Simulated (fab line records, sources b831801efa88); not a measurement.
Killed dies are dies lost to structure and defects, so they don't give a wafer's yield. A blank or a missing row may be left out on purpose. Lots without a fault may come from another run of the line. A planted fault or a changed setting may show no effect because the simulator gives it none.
fab line records | flow sky130
record lots=11 wafers=33 last_day=50
route steps=708 shown FIELD_ISO@16 LDD_N@246 LI_CONTACT@375
lots that met no fault: from a run of the same line without faults
start_h: hours from the record's first day to the start of the lot's first wafer shown | wait_h: hours since the lot's step before | " the same as in the row above | L1.1+2: a row that stands for several wafers | - no value, or no start given | * or withheld: withheld | < > ~ a bound
route shown NAME@n: a module of which the file shows steps, and the number in the route of the first | usual: mean/standard deviation of fault-free wafers | same: alike in all rows | chamber/n: place in a boat | sites: the reading at each site | _std_site: their standard deviation | _edge_site: outer sites' mean less inner sites' | radius_mm: how far each site lies from the wafer's centre | mask NAME#n: copy n | behind: the tool/chamber that last shaped the wafer | hold: why the lot was held/for how many hours/how that ended | device: the transistor (n, p or np) that didn't switch | end of line: the same wafers' tests at the end of the route | a step without rows: its recipe alone | killed: dies lost to structure and defects at the first sort, not the wafer's yield | map: a wafer's dies, x killed, . not, _ none there
set.NAME: the setting as run; set.NAME@STEP: as run at that earlier step | model.NAME: the simulator's own value behind a step, which no gauge read
steps of the route over a sample of lots; a table a step, a row a wafer
services: from which hour (start_h, from the record's first day; less than 0 if before it) a tool's chamber was out of use, for how many hours, and why
## steps
# step SKY_FIELD_ISO_ETCH_15
# recipe chemistry=CHF3/O2 target_depth_nm=180 stop_on=Si source_w=600 bias_w=200 pressure_mtorr=40 chf3_flow_sccm=50 O2_flow_sccm=5 time_s=72
# usual drypump_motor_current_A=5.5/0.47 oes_product_au=0.891/0.007 throttle_valve_pct=8.828/0.009
# columns lot.wafer tool chamber start_h wait_h drypump_motor_current_A oes_product_au rf_hours_counter_h throttle_valve_pct
L265.2 rie_diel-04 3 38.28 0.0 5.4 0.884 64 8.840
L265.4 " 2 " " 5.2 0.887 135 8.837
L265.6 " 2 " " 5.2 0.881 - 8.815
L267.2 rie_diel-04 1 49.05 0.0 6.2 0.891 12 8.832
L267.4 " 2 " " 5.1 0.886 135 8.823
L267.5 " 3 " " 5.4 0.896 - 8.819
L269.1 rie_diel-04 1 61.25 0.0 6.3 0.880 12 8.834
L269.3 " 0 " " 5.0 0.887 57 8.837
L269.5 " 1 " " 6.3 0.878 - 8.812
L268.1 rie_diel-03 1 61.48 0.0 4.8 0.884 4 8.833
L268.3 " 2 " " 6.1 0.890 86 8.823
L268.4 " 3 " " 5.4 0.889 62 8.808
L273.3 rie_diel-04 1 81.28 0.0 6.3 0.895 13 8.815
L273.4 " 3 " " 5.4 0.882 64 8.831
L273.5 " 3 " " 5.4 0.878 - 8.821
L276.1 rie_diel-04 2 96.48 0.0 5.1 0.900 136 8.823
L276.4 " 1 " " 6.3 0.899 13 8.817
L276.6 " 2 " " 5.1 0.903 - 8.812
L279.2 rie_diel-04 0 112.93 0.0 5.0 0.896 58 8.836
L279.3 " 2 " " 5.1 0.893 137 8.836
L279.6 " 3 " " 5.5 0.891 - 8.829
L281.2 rie_diel-04 2 122.63 0.0 5.2 0.888 137 8.804
L281.4 " 0 " " 5.0 0.893 59 8.815
L281.5 " 0 " " 5.0 0.887 - 8.829
L282.2 rie_diel-02 2 128.75 0.0 5.6 0.904 7 8.830
L282.4 " 0 " " 5.9 0.892 85 8.840
L282.6 " 0 " " 5.9 0.891 - 8.816
L285.1 rie_diel-03 2 143.33 0.0 6.1 0.888 88 8.833
L285.3 " 0 " " 6.2 0.898 42 8.827
L285.4 " 1 " " 4.8 0.904 5 8.837
L286.2 rie_diel-04 2 149.53 0.0 5.1 0.892 138 8.839
L286.3 " 1 " " 6.3 0.890 14 8.843
L286.6 " 0 " " 5.0 0.887 - 8.820
# step SKY_LDD_N_IMPLANT_09
# recipe species=As energy_kev=20 dose_cm2=7.5e+13 tilt_deg=withheld rotation_deg=113
# usual beam_on_s=9.99/0.2 dose_ions_cm2=7.5e+13/7.3e+10 faraday_current_uA=423/8.3
# same implant_ion_amu=75
# columns lot.wafer tool chamber start_h wait_h beam_on_s dose_ions_cm2 faraday_current_uA
L265.2 implanter-03 0 415.37 0.1 9.97 7.487e+13 425
L265.4 " 0 " " 9.72 7.491e+13 433
L265.6 " 0 " " 9.99 7.489e+13 423
L267.2 implanter-02 0 432.67 0.1 9.86 7.503e+13 428
L267.4 " 0 " " 9.93 7.483e+13 423
L267.5 " 0 " " 9.73 7.501e+13 434
L269.1 implanter-04 0 455.15 0.1 10.18 7.514e+13 415
L269.3 " 0 " " 10.04 7.51e+13 422
L269.5 " 0 " " 9.84 7.506e+13 428
L268.1 implanter-04 0 460.10 0.1 10.11 7.509e+13 418
L268.3 " 0 " " 9.80 7.497e+13 432
L268.4 " 0 " " 10.55 7.504e+13 403
L273.3 implanter-03 0 495.90 0.1 9.87 7.512e+13 429
L273.4 " 0 " " 10.11 7.492e+13 418
L273.5 " 0 " " 9.98 7.512e+13 422
L276.1 implanter-02 0 518.25 0.1 9.75 7.491e+13 434
L276.4 " 0 " " 10.07 7.499e+13 420
L276.6 " 0 " " 9.66 7.484e+13 434
L279.2 implanter-04 0 543.57 0.1 10.52 5.053e+13 269
L279.3 " 0 " " 10.01 5.048e+13 284
L279.6 " 0 " " 9.73 5.048e+13 293
L281.2 implanter-02 0 562.77 0.1 9.99 7.5e+13 423
L281.4 " 0 " " 10.13 7.51e+13 417
L281.5 " 0 " " 10.19 7.497e+13 413
L282.2 implanter-04 0 570.97 0.1 9.83 5.051e+13 289
L282.4 " 0 " " 9.94 5.04e+13 286
L282.6 " 0 " " 9.86 5.054e+13 287
L285.1 implanter-03 0 591.35 0.1 9.93 7.496e+13 427
L285.3 " 0 " " 9.92 7.498e+13 426
L285.4 " 0 " " 9.94 7.502e+13 424
L286.2 implanter-03 0 597.67 0.1 9.90 7.494e+13 427
L286.3 " 0 " " 9.92 7.494e+13 426
L286.6 " 0 " " 9.56 7.488e+13 440
# step SKY_LDD_N_STRIP_16
# recipe chemistry=O2/N2 power_w=1400 pressure_mtorr=1500 platen_temp_c=withheld o2_flow_sccm=3000 n2_flow_sccm=300 overash_fraction=0.5
# usual drypump_motor_current_A=6.0/0.4 oes_product_au=0.407/0.0046 strip_time_to_endpoint_s=4.325/0.014
# columns lot.wafer tool chamber start_h wait_h drypump_motor_current_A oes_product_au rf_hours_counter_h strip_time_to_endpoint_s
L265.2 plasma_asher-03 1 416.40 0.1 6.0 0.408 60 4.366
L265.4 " 0 " " 6.0 0.408 - 4.338
L265.6 " 0 " " 6.0 0.400 - 4.329
L267.2 plasma_asher-02 0 433.70 0.1 5.8 0.408 74 4.336
L267.4 " 1 " " 6.4 0.411 - 4.346
L267.5 " 0 " " 5.8 0.406 - 4.348
L269.1 plasma_asher-02 0 456.20 0.1 5.8 0.404 76 4.329
L269.3 " 1 " " 6.5 0.403 - 4.317
L269.5 " 0 " " 5.8 0.407 - 4.315
L268.1 plasma_asher-04 0 461.15 0.1 6.3 0.408 34 4.339
L268.3 " 1 " " 5.0 0.410 - 4.350
L268.4 " 0 " " 6.4 0.411 - 4.319
L273.3 plasma_asher-02 0 496.93 0.1 5.8 0.408 - 4.340
L273.4 " 1 " " 6.4 0.404 - 4.356
L273.5 " 1 " " 6.4 0.407 - 4.337
L276.1 plasma_asher-02 1 519.30 0.1 6.4 0.404 83 4.333
L276.4 " 0 " " 5.8 0.406 - 4.325
L276.6 " 0 " " 5.8 0.397 - 4.313
L279.2 plasma_asher-03 1 544.60 0.1 6.0 0.412 74 4.266
L279.3 " 0 " " 6.0 0.403 - 4.254
L279.6 " 1 " " 6.0 0.408 - 4.266
L281.2 plasma_asher-03 0 563.80 0.1 6.0 0.405 76 4.333
L281.4 " 0 " " 6.0 0.415 - 4.320
L281.5 " 0 " " 6.0 0.401 - 4.313
L282.2 plasma_asher-02 1 571.99 0.1 6.5 0.411 89 4.258
L282.4 " 1 " " 6.4 0.402 - 4.260
L282.6 " 1 " " 6.4 0.400 - 4.243
L285.1 plasma_asher-04 1 592.40 0.1 5.0 0.406 49 4.334
L285.3 " 1 " " 4.9 0.410 - 4.340
L285.4 " 0 " " 6.4 0.402 - 4.326
L286.2 plasma_asher-02 1 598.69 0.1 6.4 0.404 92 4.328
L286.3 " 1 " " 6.5 0.398 - 4.348
L286.6 " 1 " " 6.4 0.404 - 4.324
# step SKY_LDD_N_TW_MEAS_17
# usual LDD_N_TW=2595/13
# columns lot.wafer tool chamber start_h wait_h LDD_N_TW
L265.2 film_metro-03 - 416.51 0.1 2595
L265.4 " - " " 2596
L265.6 " - " " 2583
L267.2 film_metro-02 - 433.81 0.1 2618
L267.4 " - " " 2610
L267.5 " - " " 2610
L269.1 film_metro-01 - 456.30 0.1 2584
L269.3 " - " " 2576
L269.5 " - " " 2593
L268.1 film_metro-01 - 461.25 0.1 2578
L268.3 " - " " 2585
L268.4 " - " " 2578
L273.3 film_metro-03 - 497.02 0.1 2598
L273.4 " - " " 2601
L273.5 " - " " 2599
L276.1 film_metro-02 - 519.40 0.1 2591
L276.4 " - " " 2597
L276.6 " - " " 2599
L279.2 film_metro-03 - 544.71 0.1 2549
L279.3 " - " " 2530
L279.6 " - " " 2529
L281.2 film_metro-01 - 563.91 0.1 2591
L281.4 " - " " 2595
L281.5 " - " " 2601
L282.2 film_metro-02 - 572.10 0.1 2567
L282.4 " - " " 2556
L282.6 " - " " 2554
L285.1 film_metro-02 - 592.50 0.1 2605
L285.3 " - " " 2601
L285.4 " - " " 2601
L286.2 film_metro-03 - 598.80 0.1 2613
L286.3 " - " " 2599
L286.6 " - " " 2608
# step SKY_LI_CONTACT_OVL_MEAS_13
# usual LI_CONTACT_OVL=-2/6
# columns lot.wafer tool chamber start_h wait_h LI_CONTACT_OVL[nm]
L265.2 overlay-02 - 688.39 0.1 -15
L265.4 " - " " -10
L265.6 " - " " -2
L267.2 overlay-01 - 708.73 0.1 6
L267.4 " - " " 3
L267.5 " - " " 6
L269.1 overlay-02 - 724.93 0.1 6
L269.3 " - " " 8
L269.5 " - " " 11
L268.1 overlay-01 - 735.48 0.1 1
L268.3 " - " " 3
L268.4 " - " " -5
L273.3 overlay-01 - 760.99 0.1 -3
L273.4 " - " " -4
L273.5 " - " " 2
L276.1 overlay-02 - 781.08 0.1 1
L276.4 " - " " -9
L276.6 " - " " 3
L279.2 overlay-01 - 803.36 0.1 -10
L279.3 " - " " -3
L279.6 " - " " -10
L281.2 overlay-01 - 821.71 0.1 -3
L281.4 " - " " -8
L281.5 " - " " -10
L282.2 overlay-01 - 826.84 0.1 -12
L282.4 " - " " -5
L282.6 " - " " -6
L285.1 overlay-02 - 846.63 0.1 4
L285.3 " - " " -6
L285.4 " - " " 7
L286.2 overlay-01 - 851.54 0.1 -6
L286.3 " - " " -9
L286.6 " - " " -1
# step SKY_LI_CONTACT_ETCH_14
# recipe chemistry=N2/H2 target=BARC ion_energy_ev=200 source_w=500 bias_w=100 pressure_mtorr=30 n2_flow_sccm=100 h2_flow_sccm=200 stop_on=SiO2 time_s=45.9 target_depth_a=600
# usual drypump_motor_current_A=5.6/0.48 h2_flow_sccm=200.0/0.57 oes_product_au=0.855/0.005 throttle_valve_pct=13.225/0.01
# columns lot.wafer tool chamber start_h wait_h drypump_motor_current_A h2_flow_sccm oes_product_au rf_hours_counter_h throttle_valve_pct
L265.2 rie_diel-02 1 688.42 0.0 5.9 200.3 0.849 1 13.224
L265.4 " 2 " " 5.6 200.0 0.861 17 13.240
L265.6 " 2 " " 5.6 199.6 0.845 - 13.223
L267.2 rie_diel-03 2 708.76 0.0 6.1 200.0 0.856 4 13.239
L267.4 " 0 " " 6.2 199.9 0.851 - 13.223
L267.5 " 2 " " 6.1 199.5 0.853 - 13.208
L269.1 rie_diel-02 2 724.96 0.0 5.6 199.1 0.853 18 13.211
L269.3 " 0 " " 5.9 200.1 0.858 3 13.218
L269.5 " 0 " " 5.9 200.4 0.866 - 13.242
L268.1 rie_diel-02 2 735.52 0.0 5.6 200.1 0.852 18 13.232
L268.3 " 3 " " 5.0 200.7 0.859 18 13.226
L268.4 " 1 " " 5.9 200.2 0.851 2 13.223
L273.3 rie_diel-02 2 761.01 0.0 5.6 199.9 0.852 19 13.220
L273.4 " 1 " " 5.9 200.8 0.853 2 13.228
L273.5 " 3 " " 5.0 200.7 0.850 - 13.236
L276.1 rie_diel-02 2 781.12 0.0 5.6 200.1 0.855 19 13.227
L276.4 " 2 " " 5.6 199.6 0.844 - 13.246
L276.6 " 0 " " 5.9 199.6 0.857 - 13.238
L279.2 rie_diel-03 1 803.39 0.0 4.8 200.2 0.852 18 13.232
L279.3 " 2 " " 6.1 200.7 0.858 7 13.229
L279.6 " 1 " " 4.8 200.6 0.852 - 13.243
L281.2 rie_diel-02 3 821.74 0.0 5.0 199.5 0.857 20 13.226
L281.4 " 1 " " 5.9 199.3 0.851 3 13.218
L281.5 " 0 " " 5.9 200.6 0.852 - 13.220
L282.2 rie_diel-02 1 826.87 0.0 5.9 199.2 0.850 4 13.221
L282.4 " 2 " " 5.6 199.0 0.852 20 13.220
L282.6 " 2 " " 5.6 199.6 0.862 - 13.239
L285.1 rie_diel-02 3 846.67 0.0 5.0 199.7 0.847 21 13.233
L285.3 " 0 " " 5.9 199.4 0.858 6 13.231
L285.4 " 1 " " 5.9 199.6 0.853 4 13.205
L286.2 rie_diel-03 3 851.57 0.0 5.4 198.9 0.854 6 13.209
L286.3 " 1 " " 4.8 199.4 0.848 19 13.216
L286.6 " 2 " " 6.1 199.8 0.854 - 13.240
## services
# columns tool chamber start_h hours kind
rie_diel-04 0 17.20 11.4 repair
rie_diel-02 1 17.64 5.7 repair
rie_diel-02 2 37.84 6.7 repair
rie_diel-04 2 92.82 2.4 repair
rie_diel-04 1 101.11 8.1 repair
rie_diel-02 - 152.96 1.2 repair
rie_diel-02 1 158.18 9.2 repair
rie_diel-04 1 285.24 1.9 repair
rie_diel-02 - 362.00 1.1 repair
rie_diel-02 0 445.31 132.0 repair
rie_diel-04 2 454.22 2.5 repair
rie_diel-04 - 455.83 0.6 repair
rie_diel-04 2 465.08 4.7 repair
rie_diel-02 1 522.19 1.7 repair
rie_diel-02 2 572.69 3.4 repair
rie_diel-02 2 611.31 2.7 repair
rie_diel-02 2 675.86 6.9 repair
rie_diel-02 3 681.17 4.6 repair
rie_diel-02 3 711.01 4.6 repair
rie_diel-02 1 718.12 8.8 repair
rie_diel-02 1 767.06 15.1 repair
rie_diel-02 3 810.92 4.6 repair
rie_diel-02 - 817.94 2.8 pm
rie_diel-02 3 831.85 5.9 repair
## key
first_sign step=SKY_LDD_N_IMPLANT_09 reading=dose_ions_cm2 direction=down sigmas=99+ usual=* struck=*
effect step=SKY_LDD_N_IMPLANT_09 reading=faraday_current_uA direction=down sigmas=17 usual=423 struck=285
effect step=SKY_LDD_N_STRIP_16 reading=strip_time_to_endpoint_s direction=down sigmas=4.8 usual=* struck=*
effect step=SKY_LDD_N_TW_MEAS_17 reading=LDD_N_TW direction=down sigmas=3.6 usual=2595 struck=2548
met_at SKY_LDD_N_IMPLANT_09
struck_lots L279,L282
tester_left_out L279,L282
not_acting_at SKY_FIELD_ISO_ETCH_15,SKY_LI_CONTACT_OVL_MEAS_13,SKY_LI_CONTACT_ETCH_14
onset_between 460.10 543.57
fault kind=process_parameter_drift tool=implanter-04 chamber=- onset_h=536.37 steps=SKY_LDD_N_IMPLANT_09 channel=dose_cm2 offset=* shape=step end_h=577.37 acts_in=* stated=*
# tester_left_out: of these lots the tester's yield and bins aren't shown, on N5 and GAA mostly nor the transistor test; their killed dies are dies lost to structure and defects alone, not to doping, threshold or leakage, so they don't give the yield
